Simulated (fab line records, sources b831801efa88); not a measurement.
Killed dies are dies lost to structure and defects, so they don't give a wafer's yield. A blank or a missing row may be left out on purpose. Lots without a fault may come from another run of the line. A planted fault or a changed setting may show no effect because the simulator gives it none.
Chamber matching | flow sky130 | SKY_CAP2M_CVD_00 on pecvd-02: 3 sister chambers
The step deposits SiO2, target thk 15.5 nm. 3 wafers are shown with their chamber, then 11 later ones without.

WAFERS WITH THEIR CHAMBER
wafer  | chamber | heater_power_w (W)
L087.5 | 1       | 721
L088.3 | 0       | 742
L089.2 | 2       | 787

WAFERS WITHOUT THEIR CHAMBER
wafer  | heater_power_w (W)
L089.5 | 777
L089.6 | 720
L090.2 | 663
L090.3 | 604
L090.5 | 603
L091.1 | 675
L091.2 | 725
L091.3 | 729
L091.4 | 729
L091.5 | 725
L091.6 | 705

WHICH CHAMBER EACH WENT THROUGH
wafer  | from the rows above          | in truth
L089.5 | can't be placed: 2 or 0 or 1 | 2
L089.6 | can't be placed: 1 or 0 or 2 | 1
L090.2 | can't be placed: 1 or 0 or 2 | 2
L090.3 | can't be placed: 1 or 0 or 2 | 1
L090.5 | can't be placed: 1 or 0 or 2 | 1
L091.1 | can't be placed: 1 or 0 or 2 | 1
L091.2 | can't be placed: 1 or 0 or 2 | 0
L091.3 | can't be placed: 1 or 0 or 2 | 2
L091.4 | can't be placed: 1 or 0 or 2 | 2
L091.5 | can't be placed: 1 or 0 or 2 | 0
L091.6 | can't be placed: 1 or 0 or 2 | 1
Placed correctly: 0 of 11. Can't be placed from these rows: 11 (the true chamber is among the candidates in 11). Placed wrongly: 0.
How it was worked out, from the rows above alone: a wafer's distance from a chamber is the root of the sum, over the readings, of the square of ((its reading less the chamber's mean) divided by the reading's scatter). The wafer belongs to the nearest chamber; if the next one is less than 2 further off, it can't be placed. A chamber's mean is the mean of its shown wafers. The scatter: with one shown wafer a chamber, the root of the mean of the squares of how far each hidden wafer lies from its nearest shown one.
